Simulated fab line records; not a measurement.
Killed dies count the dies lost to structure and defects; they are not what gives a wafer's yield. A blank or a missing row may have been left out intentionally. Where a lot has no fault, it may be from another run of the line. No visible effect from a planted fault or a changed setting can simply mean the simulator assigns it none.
fab line records | flow gf180mcu
record lots=15 wafers=45 last-day=32
route steps=602 shown MIM@511 V5@552
lots that met no fault: taken from a fault-free run of the same line
start-h: hours from the record's opening day to when the first of the lot's shown wafers began | wait-h: hours from the lot's prior step to this one | " identical to the entry in the row above | L1.1+2: a single row standing in for several wafers | - no value, or no start was given | * or withheld: withheld | < > ~ a bound
route shown NAME@n: NAME is a module with steps in the file, n the number in the route of the first one | usual: average and standard deviation across the fault-free wafers | same: alike in all rows | chamber/n: place in a boat | sites: readings site by site | _std_site: the values' standard deviation | _edge_site: inner sites' mean taken away from outer sites' mean | radius-mm: how far each site lies from the wafer's centre | mask NAME#n: copy n | behind: the last tool/chamber to shape the wafer | hold: what put the lot on hold/how long, in hours/how the hold closed | device: the n, p or np transistor that did not switch | end of line: the route-end tests of the same wafers | a step with no rows: only its recipe | killed: the dies lost at the first sort to structure and to defects; this is not the yield of the wafer | map: a wafer's dies, marking killed ones x, the rest . and places with no die _
set.NAME: the setting as run; set.NAME@STEP: as run at that earlier step | model.NAME: the simulator's own value behind a step, which no gauge read
the route's steps for a sample of lots (tables are steps, rows are wafers)
services: the hour from which a tool's chamber was out of use, counted from the record's first day as start-h (under 0 if before that day), plus the number of hours and why
## steps
# step GF_MIM_SPUTTER_08
# recipe material=AlCu target-thk-nm=200 power-w=10600 time-s=10.6 chamber-pressure-pa=0.4
# usual throttle-valve-pct=29.7/0.62
# same time-s=10.6
# columns lot.wafer tool chamber start-h wait-h throttle-valve-pct
L536.1 pvd-sputter-03 - 562.17 0.0 29.5
L536.2 " - " " 30.0
L536.3 " - " " 29.9
L537.1 pvd-sputter-03 - 568.73 0.0 30.5
L537.2 " - " " 29.1
L537.4 " - " " 29.6
L539.1 pvd-sputter-01 - 583.28 0.0 30.8
L539.3 " - " " 28.6
L539.6 " - " " 28.7
L540.2 pvd-sputter-01 - 597.18 0.0 30.7
L540.5 " - " " 30.6
L540.6 " - " " 29.4
L542.2 pvd-sputter-01 - 613.29 0.0 29.1
L542.3 " - " " 28.8
L542.4 " - " " 29.6
L543.2 pvd-sputter-03 - 625.18 0.0 30.4
L543.3 " - " " 29.9
L543.6 " - " " 30.5
L544.3 pvd-sputter-01 - 632.03 0.0 29.6
L544.4 " - " " 29.6
L544.5 " - " " 30.6
L545.3 pvd-sputter-01 - 636.99 0.0 28.8
L545.5 " - " " 29.3
L545.6 " - " " 29.5
L546.2 pvd-sputter-03 - 649.64 0.0 29.5
L546.3 " - " " 30.7
L546.5 " - " " 30.8
L547.1 pvd-sputter-01 - 655.12 0.0 30.8
L547.2 " - " " 29.5
L547.5 " - " " 29.3
L548.3 pvd-sputter-03 - 662.22 0.0 29.5
L548.4 " - " " 29.8
L548.6 " - " " 29.5
L549.1 pvd-sputter-01 - 668.18 0.0 28.7
L549.3 " - " " 30.5
L549.4 " - " " 29.4
L550.4 pvd-sputter-03 - 676.00 0.0 29.2
L550.5 " - " " 29.9
L550.6 " - " " 30.2
L551.2 pvd-sputter-03 - 679.65 0.0 29.8
L551.4 " - " " 30.2
L551.5 " - " " 30.0
L552.1 pvd-sputter-04 - 684.57 0.0 29.1
L552.3 " - " " 29.4
L552.4 " - " " 30.6
# step GF_MIM_SPUTTER_09
# recipe material=TiN target-thk-nm=35 power-w=6500 time-s=29.2 chamber-pressure-pa=0.4
# usual throttle-valve-pct=29.7/0.63
# same time-s=29.2
# columns lot.wafer tool chamber start-h wait-h throttle-valve-pct
L536.1 pvd-sputter-03 - 562.20 0.0 29.3
L536.2 " - " " 29.8
L536.3 " - " " 30.0
L537.1 pvd-sputter-03 - 568.75 0.0 30.6
L537.2 " - " " 29.2
L537.4 " - " " 29.9
L539.1 pvd-sputter-01 - 583.30 0.0 30.6
L539.3 " - " " 28.7
L539.6 " - " " 28.5
L540.2 pvd-sputter-01 - 597.20 0.0 30.5
L540.5 " - " " 30.8
L540.6 " - " " 29.3
L542.2 pvd-sputter-01 - 613.31 0.0 29.6
L542.3 " - " " 28.7
L542.4 " - " " 29.4
L543.2 pvd-sputter-03 - 625.20 0.0 30.9
L543.3 " - " " 30.0
L543.6 " - " " 30.5
L544.3 pvd-sputter-01 - 632.06 0.0 29.0
L544.4 " - " " 29.3
L544.5 " - " " 30.8
L545.3 pvd-sputter-01 - 637.01 0.0 28.4
L545.5 " - " " 29.6
L545.6 " - " " 29.7
L546.2 pvd-sputter-03 - 649.66 0.0 29.4
L546.3 " - " " 30.8
L546.5 " - " " 30.6
L547.1 pvd-sputter-01 - 655.15 0.0 30.5
L547.2 " - " " 29.4
L547.5 " - " " 29.5
L548.3 pvd-sputter-03 - 662.24 0.0 29.2
L548.4 " - " " 29.9
L548.6 " - " " 29.2
L549.1 pvd-sputter-01 - 668.21 0.0 28.7
L549.3 " - " " 30.6
L549.4 " - " " 29.3
L550.4 pvd-sputter-03 - 676.02 0.0 29.4
L550.5 " - " " 30.0
L550.6 " - " " 30.1
L551.2 pvd-sputter-03 - 679.68 0.0 29.5
L551.4 " - " " 29.9
L551.5 " - " " 30.0
L552.1 pvd-sputter-04 - 684.60 0.0 29.4
L552.3 " - " " 29.5
L552.4 " - " " 30.9
# step GF_V5_PEB_12
# recipe peb-temp-c=135 peb-time-s=90 resist=KrF
# usual chill-plate-temp-C=22.99/0.1 exhaust-pa=44.9/0.85
# columns lot.wafer tool chamber start-h wait-h chill-plate-temp-C exhaust-pa
L536.1 litho-track-03 0 628.02 - 22.99 45.7
L536.2 " 0 " " 22.99 44.2
L536.3 " 0 " " 23.06 46.0
L537.1 litho-track-02 0 634.17 - 23.04 45.3
L537.2 " 0 " " 22.65 44.7
L537.4 " 0 " " 22.80 44.9
L539.1 litho-track-03 0 646.12 - 23.03 45.4
L539.3 " 0 " " 22.93 46.9
L539.6 " 0 " " 23.03 46.2
L540.2 litho-track-01 0 659.09 - 23.05 45.0
L540.5 " 0 " " 22.90 44.2
L540.6 " 0 " " 22.94 43.9
L542.2 litho-track-02 0 674.75 - 23.01 44.7
L542.3 " 0 " " 22.96 43.1
L542.4 " 0 " " 22.98 45.4
L543.2 litho-track-03 0 685.50 - 23.05 45.3
L543.3 " 0 " " 22.91 44.1
L543.6 " 0 " " 23.02 43.9
L544.3 litho-track-02 0 690.98 - 22.93 44.6
L544.4 " 0 " " 23.06 44.7
L544.5 " 0 " " 22.77 45.5
L545.3 litho-track-02 0 696.23 - 23.08 44.9
L545.5 " 0 " " 23.05 44.6
L545.6 " 0 " " 22.98 44.9
L546.2 litho-track-02 0 707.70 - 23.07 45.0
L546.3 " 0 " " 22.92 45.3
L546.5 " 0 " " 22.93 45.0
L547.1 litho-track-01 0 713.56 - 23.05 45.2
L547.2 " 0 " " 23.06 46.6
L547.5 " 0 " " 23.09 46.3
L548.3 litho-track-02 0 719.73 - 23.04 43.3
L548.4 " 0 " " 23.00 43.9
L548.6 " 0 " " 23.04 44.7
L549.1 litho-track-01 0 725.71 - 22.92 44.0
L549.3 " 0 " " 22.94 45.1
L549.4 " 0 " " 22.91 44.2
L550.4 litho-track-03 - 731.67 - - -
L550.5 " - " " - -
L550.6 " - " " - -
L551.2 litho-track-03 - 735.30 - - -
L551.4 " - " " - -
L551.5 " - " " - -
L552.1 litho-track-03 - 739.72 - - -
L552.3 " - " " - -
L552.4 " - " " - -
# step GF_V5_CMP_26
# recipe stop-on=SiO2 down-force-psi=3.5 platen-rpm=60 t-overpolish-s=15 target-thk-nm=0 pad-velocity-m-s=0.94248
# usual motor-current-A=11.1/0.65 overpolish-run-s=15.000/0.0092 retaining-ring-pressure-frac=1.000/0.0054 slurry-filter-dp-kPa=13.51/0.13 time-to-endpoint-s=84.6/2.6
# columns lot.wafer tool chamber start-h wait-h motor-current-A overpolish-run-s retaining-ring-pressure-frac slurry-filter-dp-kPa time-to-endpoint-s
L536.1 cmp-01 3 629.63 0.1 11.8 14.990 0.999 13.57 85.6
L536.3 " 0 " " 11.8 14.995 1.010 13.61 87.2
L536.2 " 2 " " 11.8 15.009 0.998 13.54 83.6
L537.2 cmp-01 0 635.79 0.0 11.4 14.993 1.009 13.79 82.7
L537.1 " 1 " " 10.7 15.004 0.996 13.46 85.1
L537.4 " 3 " " 11.6 15.015 0.995 13.50 82.9
L539.1 cmp-01 3 647.73 0.1 11.0 14.992 0.995 13.48 80.2
L539.3 " 0 " " 11.4 15.013 1.003 13.47 82.5
L539.6 " 3 " " 12.1 14.998 0.996 13.57 80.9
L540.2 cmp-01 1 660.67 0.0 10.4 15.007 1.001 13.45 83.3
L540.5 " 1 " " 10.6 14.998 0.993 13.69 82.0
L540.6 " 2 " " 11.6 15.002 0.995 13.65 76.7
L542.2 cmp-02 2 676.35 0.0 9.8 14.994 0.991 13.41 84.1
L542.4 " 3 " " 10.7 14.998 0.996 13.52 85.0
L542.3 " 0 " " 11.3 15.009 1.005 13.29 84.6
L543.2 cmp-01 3 687.10 0.1 11.3 15.016 1.000 13.43 82.2
L543.3 " 0 " " 11.3 14.995 1.005 13.65 83.0
L543.6 " 2 " " 11.3 14.999 1.013 13.54 85.2
L544.3 cmp-01 2 692.55 0.1 11.4 14.986 0.996 13.61 82.8
L544.4 " 0 " " 11.4 15.013 1.003 13.47 85.6
L544.5 " 2 " " 11.6 14.980 1.006 13.48 82.4
L545.3 cmp-01 3 698.01 0.2 12.0 15.000 0.996 13.64 82.6
L545.6 " 0 " " 11.5 15.007 1.002 13.06 92.8
L545.5 " 1 " " 11.0 15.002 1.006 13.36 88.2
L546.3 cmp-02 1 709.25 0.0 11.6 14.998 0.998 13.75 86.0
L546.2 " 2 " " 10.1 15.000 1.007 13.47 89.2
L546.5 " 2 " " 9.8 14.995 0.998 13.52 85.5
L547.2 cmp-02 2 715.14 0.0 10.1 14.994 1.002 13.51 88.7
L547.1 " 0 " " 11.3 14.998 1.002 13.30 81.6
L547.5 " 3 " " 9.9 15.000 0.993 13.59 85.9
L548.4 cmp-02 0 721.25 0.0 11.3 14.994 0.996 13.64 80.3
L548.3 " 2 " " 9.7 14.999 1.004 13.70 82.8
L548.6 " 0 " " 11.2 15.000 0.992 13.38 78.3
L549.3 cmp-01 2 727.34 0.1 11.5 14.995 0.998 13.48 83.2
L549.4 " 3 " " 11.5 15.014 0.998 13.47 82.5
L549.1 " 0 " " 11.9 15.007 1.003 13.55 84.1
L550.4 cmp-01 0 733.21 0.1 12.0 14.997 0.998 13.53 82.8
L550.5 " 3 " " 11.2 14.996 0.998 13.46 84.4
L550.6 " 0 " " 11.7 15.002 1.002 13.67 84.4
L551.2 cmp-01 0 736.89 0.0 11.2 14.995 0.999 13.49 86.2
L551.4 " 1 " " 10.4 15.006 1.007 13.38 84.7
L551.5 " 0 " " 11.8 15.003 1.000 13.31 84.0
L552.4 cmp-02 0 741.30 0.0 11.4 15.005 0.995 13.57 83.8
L552.1 " 1 " " 12.2 15.004 1.001 13.48 83.6
L552.3 " 2 " " 9.8 15.022 0.999 13.52 87.2
## services
# columns tool chamber start-h hours kind
cmp-02 - 573.79 4.0 pm
cmp-02 - 577.79 - consumable-replace:conditioner
cmp-02 - 577.79 - consumable-replace:pad
pvd-sputter-01 - 588.96 2.7 repair
litho-track-03 - 589.13 - consumable-replace:filter
cmp-02 - 589.42 3.0 repair
pvd-sputter-04 - 599.64 5.3 repair
pvd-sputter-03 - 607.90 12.7 repair
pvd-sputter-04 - 625.41 6.4 repair
cmp-01 - 627.89 1.1 repair
pvd-sputter-04 - 637.66 4.2 repair
pvd-sputter-03 - 667.61 5.5 repair
litho-track-01 - 669.73 - consumable-replace:filter
pvd-sputter-04 - 672.74 0.7 repair
cmp-01 - 673.75 2.3 repair
pvd-sputter-04 - 705.16 6.5 repair
## key
first-sign step=GF_V5_PEB_12 reading=tool-record direction=missing
effect none on later readings
met-at GF_V5_PEB_12
struck-lots L550,L551,L552
later-rows-left-out L550.4,L550.5,L550.6,L551.2,L551.4,L551.5,L552.1,L552.3,L552.4
sort-left-out L550.4,L550.5,L550.6,L551.2,L551.4,L551.5,L552.1,L552.3,L552.4
not-acting-at GF_MIM_SPUTTER_08,GF_MIM_SPUTTER_09,GF_V5_CMP_26
onset-between 685.50 731.67
fault kind=skipped-step-whole tool=litho-track-03 chamber=- onset-h=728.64 steps=GF_V5_PEB_12 scope=struck-lots-only
# sort-left-out: the simulated sort isn't trusted on such a fault, so these wafers' sort isn't shown, and their yield isn't known
# later-rows-left-out: the simulator's readings of these wafers behind a module that went badly wrong aren't trusted and aren't shown, but for the sort
